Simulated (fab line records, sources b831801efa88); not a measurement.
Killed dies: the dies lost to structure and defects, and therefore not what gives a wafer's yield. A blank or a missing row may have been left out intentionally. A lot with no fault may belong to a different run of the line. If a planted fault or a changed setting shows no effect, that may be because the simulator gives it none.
Which of the tools did it? || flow sky130 || 12 lots with 36 wafers sampled at 5 steps, on a route of 708 steps

== WHAT THE GAUGES SHOWED, per wafer ==
SKY_LDD_LDN_TW_MEAS_13.
{"lot": "L590", "measured": "day 23 16:25", "on": "film metro-03", "LDD_LDN_TW": "1447 1459 1449"}
{"lot": "L589", "measured": "day 23 15:02", "on": "film metro-04", "LDD_LDN_TW": "1477 1477 1475"}
{"lot": "L591", "measured": "day 23 23:31", "on": "film metro-03", "LDD_LDN_TW": "1452 1460 1454"}
{"lot": "L593", "measured": "day 24 20:09", "on": "film metro-02", "LDD_LDN_TW": "1477 1482 1488"}
{"lot": "L592", "measured": "day 24 20:38", "on": "film metro-02", "LDD_LDN_TW": "1487 1485 1488"}
{"lot": "L595", "measured": "day 25 07:07", "on": "film metro-04", "LDD_LDN_TW": "1571 1566 1573"}
{"lot": "L596", "measured": "day 25 17:58", "on": "film metro-02", "LDD_LDN_TW": "1597 1595 1591"}
{"lot": "L603", "measured": "day 27 11:59", "on": "film metro-03", "LDD_LDN_TW": "1465 1464 1457"}
{"lot": "L607", "measured": "day 29 08:17", "on": "film metro-04", "LDD_LDN_TW": "1467 1475 1469"}
{"lot": "L609", "measured": "day 29 18:22", "on": "film metro-04", "LDD_LDN_TW": "1459 1472 1461"}
{"lot": "L611", "measured": "day 30 13:19", "on": "film metro-04", "LDD_LDN_TW": "1470 1473 1472"}
{"lot": "L612", "measured": "day 30 16:40", "on": "film metro-04", "LDD_LDN_TW": "1475 1474 1476"}

SKY_LI_CONTACT_THK_MEAS_01.
{"lot": "L590", "measured": "day 28 15:09", "on": "film metro-01", "LI_CONTACT_HDPCVD_THK (nm)": "931 940 936"}
{"lot": "L589", "measured": "day 28 14:08", "on": "film metro-03", "LI_CONTACT_HDPCVD_THK (nm)": "941 937 940"}
{"lot": "L591", "measured": "day 28 21:38", "on": "film metro-01", "LI_CONTACT_HDPCVD_THK (nm)": "951 931 942"}
{"lot": "L593", "measured": "day 29 18:24", "on": "film metro-02", "LI_CONTACT_HDPCVD_THK (nm)": "937 931 911"}
{"lot": "L592", "measured": "day 29 18:39", "on": "film metro-01", "LI_CONTACT_HDPCVD_THK (nm)": "931 959 932"}
{"lot": "L595", "measured": "day 30 04:10", "on": "film metro-02", "LI_CONTACT_HDPCVD_THK (nm)": "910 908 928"}
{"lot": "L596", "measured": "day 30 13:59", "on": "film metro-02", "LI_CONTACT_HDPCVD_THK (nm)": "945 911 916"}
{"lot": "L603", "measured": "day 32 06:24", "on": "film metro-01", "LI_CONTACT_HDPCVD_THK (nm)": "957 960 966"}
{"lot": "L607", "measured": "day 33 23:59", "on": "film metro-02", "LI_CONTACT_HDPCVD_THK (nm)": "951 928 936"}
{"lot": "L609", "measured": "day 34 07:41", "on": "film metro-01", "LI_CONTACT_HDPCVD_THK (nm)": "939 931 935"}
{"lot": "L611", "measured": "day 35 03:56", "on": "film metro-03", "LI_CONTACT_HDPCVD_THK (nm)": "935 935 941"}
{"lot": "L612", "measured": "day 35 05:06", "on": "film metro-02", "LI_CONTACT_HDPCVD_THK (nm)": "928 944 905"}

== TOOL THAT RAN EACH LOT (tool first, then ch and the chambers of the sampled wafers, then the start) ==
{"lot": "L590", "SKY_POLY_GATE_ETCH_15": "rie diel-03 ch 0,1,2, day 17 00:59", "SKY_LDD_LDN_IMPLANT_09": "implanter-04 ch 0, day 23 15:52", "SKY_SD_N_STRIP_11": "plasma asher-02 ch 0,1, day 28 14:14"}
{"lot": "L589", "SKY_POLY_GATE_ETCH_15": "rie diel-02 ch 0,3, day 17 01:00", "SKY_LDD_LDN_IMPLANT_09": "implanter-01 ch 0, day 23 14:31", "SKY_SD_N_STRIP_11": "plasma asher-01 ch 0,1, day 28 13:12"}
{"lot": "L591", "SKY_POLY_GATE_ETCH_15": "rie diel-02 ch 0,1,2, day 17 11:02", "SKY_LDD_LDN_IMPLANT_09": "implanter-04 ch 0, day 23 22:59", "SKY_SD_N_STRIP_11": "plasma asher-02 ch 0,1, day 28 20:45"}
{"lot": "L593", "SKY_POLY_GATE_ETCH_15": "rie diel-02 ch 1,2, day 18 06:03", "SKY_LDD_LDN_IMPLANT_09": "implanter-01 ch 0, day 24 19:36", "SKY_SD_N_STRIP_11": "plasma asher-02 ch 0,1, day 29 17:29"}
{"lot": "L592", "SKY_POLY_GATE_ETCH_15": "rie diel-01 ch 0,2,3, day 18 06:36", "SKY_LDD_LDN_IMPLANT_09": "implanter-02 ch 0, day 24 20:07", "SKY_SD_N_STRIP_11": "plasma asher-01 ch 0,1, day 29 17:47"}
{"lot": "L595", "SKY_POLY_GATE_ETCH_15": "rie diel-01 ch 0,1, day 18 18:29", "SKY_LDD_LDN_IMPLANT_09": "implanter-04 ch 0, day 25 06:10", "SKY_SD_N_STRIP_11": "plasma asher-03 ch 0,1, day 30 03:15"}
{"lot": "L596", "SKY_POLY_GATE_ETCH_15": "rie diel-02 ch 1,2,3, day 19 06:53", "SKY_LDD_LDN_IMPLANT_09": "implanter-02 ch 0, day 25 17:07", "SKY_SD_N_STRIP_11": "plasma asher-02 ch 1, day 30 13:06"}
{"lot": "L603", "SKY_POLY_GATE_ETCH_15": "rie diel-01 ch 1,2,3, day 21 03:35", "SKY_LDD_LDN_IMPLANT_09": "implanter-04 ch 0, day 27 11:26", "SKY_SD_N_STRIP_11": "plasma asher-02 ch 0,1, day 32 05:29"}
{"lot": "L607", "SKY_POLY_GATE_ETCH_15": "rie diel-02 ch 0,1,3, day 23 03:21", "SKY_LDD_LDN_IMPLANT_09": "implanter-04 ch 0, day 29 07:40", "SKY_SD_N_STRIP_11": "plasma asher-02 ch 0,1, day 33 23:08"}
{"lot": "L609", "SKY_POLY_GATE_ETCH_15": "rie diel-01 ch 0,2, day 23 14:48", "SKY_LDD_LDN_IMPLANT_09": "implanter-04 ch 0, day 29 17:49", "SKY_SD_N_STRIP_11": "plasma asher-02 ch 0,1, day 34 06:50"}
{"lot": "L611", "SKY_POLY_GATE_ETCH_15": "rie diel-01 ch 0,3, day 24 10:39", "SKY_LDD_LDN_IMPLANT_09": "implanter-02 ch 0, day 30 12:47", "SKY_SD_N_STRIP_11": "plasma asher-02 ch 0,1, day 35 03:03"}
{"lot": "L612", "SKY_POLY_GATE_ETCH_15": "rie diel-03 ch 0,1,3, day 24 13:53", "SKY_LDD_LDN_IMPLANT_09": "implanter-01 ch 0, day 30 16:07", "SKY_SD_N_STRIP_11": "plasma asher-03 ch 0,1, day 35 04:14"}
- SKY_POLY_GATE_ETCH_15: etches BARC in N2/H2, stops on SiO2, time 118.5 s, target depth 110 nm.
- SKY_LDD_LDN_IMPLANT_09
- SKY_SD_N_STRIP_11: strips in O2/N2.

== WHAT THE TOOLS THEMSELVES READ (means of the sampled wafers that have a number; where no wafer has one, the mark that the record gives instead) ==
SKY_POLY_GATE_ETCH_15.
{"lot": "L590", "tool": "rie diel-03", "bias w (W)": 100.0, "drypump motor current A (A)": 5.3, "oes product au (a.u.)": 0.718, "throttle valve pct (%)": 13.218}
{"lot": "L589", "tool": "rie diel-02", "bias w (W)": 100.4, "drypump motor current A (A)": 5.9, "oes product au (a.u.)": 0.715, "throttle valve pct (%)": 13.214}
{"lot": "L591", "tool": "rie diel-02", "bias w (W)": 100.1, "drypump motor current A (A)": 6.0, "oes product au (a.u.)": 0.714, "throttle valve pct (%)": 13.218}
{"lot": "L593", "tool": "rie diel-02", "bias w (W)": 99.7, "drypump motor current A (A)": 6.2, "oes product au (a.u.)": 0.715, "throttle valve pct (%)": 13.216}
{"lot": "L592", "tool": "rie diel-01", "bias w (W)": 100.2, "drypump motor current A (A)": 5.9, "oes product au (a.u.)": 0.713, "throttle valve pct (%)": 13.222}
{"lot": "L595", "tool": "rie diel-01", "bias w (W)": 99.8, "drypump motor current A (A)": 5.6, "oes product au (a.u.)": 0.715, "throttle valve pct (%)": 13.210}
{"lot": "L596", "tool": "rie diel-02", "bias w (W)": 100.0, "drypump motor current A (A)": 6.2, "oes product au (a.u.)": 0.721, "throttle valve pct (%)": 13.217}
{"lot": "L603", "tool": "rie diel-01", "bias w (W)": 100.0, "drypump motor current A (A)": 5.6, "oes product au (a.u.)": 0.713, "throttle valve pct (%)": 13.211}
{"lot": "L607", "tool": "rie diel-02", "bias w (W)": 100.1, "drypump motor current A (A)": 6.1, "oes product au (a.u.)": 0.716, "throttle valve pct (%)": 13.212}
{"lot": "L609", "tool": "rie diel-01", "bias w (W)": 100.0, "drypump motor current A (A)": 6.1, "oes product au (a.u.)": 0.715, "throttle valve pct (%)": 13.210}
{"lot": "L611", "tool": "rie diel-01", "bias w (W)": 99.8, "drypump motor current A (A)": 5.7, "oes product au (a.u.)": 0.717, "throttle valve pct (%)": 13.209}
{"lot": "L612", "tool": "rie diel-03", "bias w (W)": 100.0, "drypump motor current A (A)": 5.6, "oes product au (a.u.)": 0.716, "throttle valve pct (%)": 13.206}

SKY_SD_N_STRIP_11.
{"lot": "L590", "tool": "plasma asher-02", "drypump motor current A (A)": 5.5, "oes product au (a.u.)": 0.527, "strip time to endpoint s (s)": 22.55}
{"lot": "L589", "tool": "plasma asher-01", "drypump motor current A (A)": 5.5, "oes product au (a.u.)": 0.528, "strip time to endpoint s (s)": 22.48}
{"lot": "L591", "tool": "plasma asher-02", "drypump motor current A (A)": 5.5, "oes product au (a.u.)": 0.529, "strip time to endpoint s (s)": 22.52}
{"lot": "L593", "tool": "plasma asher-02", "drypump motor current A (A)": 5.4, "oes product au (a.u.)": 0.522, "strip time to endpoint s (s)": 22.53}
{"lot": "L592", "tool": "plasma asher-01", "drypump motor current A (A)": 5.5, "oes product au (a.u.)": 0.530, "strip time to endpoint s (s)": 22.52}
{"lot": "L595", "tool": "plasma asher-03", "drypump motor current A (A)": 5.1, "oes product au (a.u.)": 0.527, "strip time to endpoint s (s)": 22.54}
{"lot": "L596", "tool": "plasma asher-02", "drypump motor current A (A)": 5.3, "oes product au (a.u.)": 0.530, "strip time to endpoint s (s)": 22.59}
{"lot": "L603", "tool": "plasma asher-02", "drypump motor current A (A)": 5.5, "oes product au (a.u.)": 0.529, "strip time to endpoint s (s)": 22.58}
{"lot": "L607", "tool": "plasma asher-02", "drypump motor current A (A)": 5.5, "oes product au (a.u.)": 0.527, "strip time to endpoint s (s)": 22.51}
{"lot": "L609", "tool": "plasma asher-02", "drypump motor current A (A)": 5.5, "oes product au (a.u.)": 0.530, "strip time to endpoint s (s)": 22.61}
{"lot": "L611", "tool": "plasma asher-02", "drypump motor current A (A)": 5.4, "oes product au (a.u.)": 0.527, "strip time to endpoint s (s)": 22.59}
{"lot": "L612", "tool": "plasma asher-03", "drypump motor current A (A)": 5.1, "oes product au (a.u.)": 0.527, "strip time to endpoint s (s)": 22.48}

== THE ANSWER, worked out from the rows above alone ==
Rule: the usual values come from the lots themselves. The widest of any qualifying gaps counts: lots, ordered by their means at a reading, are off when they make up no more than a third of the lots, leave a main group of 4 or more, and stand apart from it by 3 or more times the standard deviation of that group's means. A main group is skipped when, at the precision printed for the reading in the tables above, its means are all equal. A lot without any number at a reading at which 4 lots or more have one is off too. Where the step has rows for the other lots, those lots are counted as sound. First the gauges in route order, then the tools' own readings, where a lot's mean is used as printed above. The first step at which some lot is off is used, and at that step the reading that is off furthest; a lot without a number counts as furthest.
Off: at SKY_LDD_LDN_TW_MEAS_13 (LDD_LDN_TW), L595, L596. The main group: mean 1470, standard deviation 11.
A tool fits if, at a process step before that reading, it ran every lot that is off, and no sound lot after the first of them. The gauges at SKY_LDD_LDN_TW_MEAS_13 are tried like those tools. No candidate that was tried fits.

== WHAT WAS PUT IN BY THE SIMULATOR ==
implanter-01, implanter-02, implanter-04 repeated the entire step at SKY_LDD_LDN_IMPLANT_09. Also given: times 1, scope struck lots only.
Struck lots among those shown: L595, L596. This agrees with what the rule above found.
